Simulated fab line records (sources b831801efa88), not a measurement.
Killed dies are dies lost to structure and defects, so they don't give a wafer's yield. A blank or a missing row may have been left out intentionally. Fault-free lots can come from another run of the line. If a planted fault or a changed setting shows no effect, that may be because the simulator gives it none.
One fault through the eyes of 2 desks	flow sfqLine	what lay behind the numbers comes last; until then each desk has only its own

DESK OF THE TOOL OWNER: lithoTrack-01
The tool's own readings at SFQ_TRILAYER_M7_LITHO_COAT_182 (resist thk 62 nm): means of the sampled wafers that have a number, for each lot that ran on this tool. The brackets show how far a lot's mean lies from the usual mean; more than 4 standard deviations puts the lot out of limits, marked OUT.
Columns: A = resistLineTempC at SFQ_TRILAYER_M7_LITHO_COAT_182, usual 23.00 C; B = spinSpeedRpm at SFQ_TRILAYER_M7_LITHO_COAT_182, usual 3000.3 rpm
lot	first seen here	A	B
L997	day 78 07:01	23.09	2997.2
L998	day 78 09:31	22.99	2998.1
L999	day 78 11:52	23.11	3002.4
L100	day 78 13:01	23.11	3003.4
L108	day 82 18:19	22.94	2560.7 (-99 or more) OUT
L109	day 83 01:34	23.09	2555.4 (-99 or more) OUT
This desk finds L108, L109 out of limits, L108 being first, at day 82 18:19 (spinSpeedRpm at SFQ_TRILAYER_M7_LITHO_COAT_182). L997, L998, L999, L100: within limits.

METROLOGY DESK
What the gauges read, lot by lot, whatever tool the lot ran on: means of the sampled wafers that have a number. The brackets show how far a lot's mean lies from the usual mean; more than 4 standard deviations puts the lot out of limits, marked OUT.
Columns: A = M8_AU_RS at SFQ_M8_RS_MEAS_949, usual 0.1535 ohm/sq; B = M8_BOW at SFQ_M8_BOW_MEAS_951, usual 7 um
lot	first seen here	A	B
L997	day 86 09:25	0.1544	9
L998	day 86 13:04	0.1553	11
L999	day 86 16:38	0.1533	16
L100	day 86 20:13	0.1548	10
L102	day 87 01:02	0.1528	0
L108	day 91 01:45	0.1519	8
L109	day 91 06:34	0.1545	-4
L112	day 91 22:09	0.1530	15
L113	day 92 00:32	0.1562	8
L114	day 92 04:09	0.1541	-3
L115	day 92 07:46	0.1527	7
L116	day 92 14:56	0.1570	13
L117	day 92 19:45	0.1521	-18
L120	day 93 06:19	0.1515	16
Result from this desk: across the 14 lots, nothing is out of limits.

TAKEN TOGETHER
An alarm could have come from the tool owner's desk at day 82 18:19, on L108, L109.
Nothing out of limits was seen by the metrology desk.
The metrology desk holds a record of L108, L109, inside its limits.
The lots listed all ran SFQ_TRILAYER_M7_LITHO_COAT_182 on lithoTrack-01.

WHAT WAS PUT IN BY THE SIMULATOR
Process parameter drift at SFQ_TRILAYER_M7_LITHO_COAT_182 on lithoTrack-01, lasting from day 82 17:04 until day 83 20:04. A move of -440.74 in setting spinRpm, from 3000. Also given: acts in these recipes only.
Shown lots that were struck: L108, L109.
How many hours passed from the start of the fault until each desk's first out-of-limits reading: the tool owner's desk, 1.
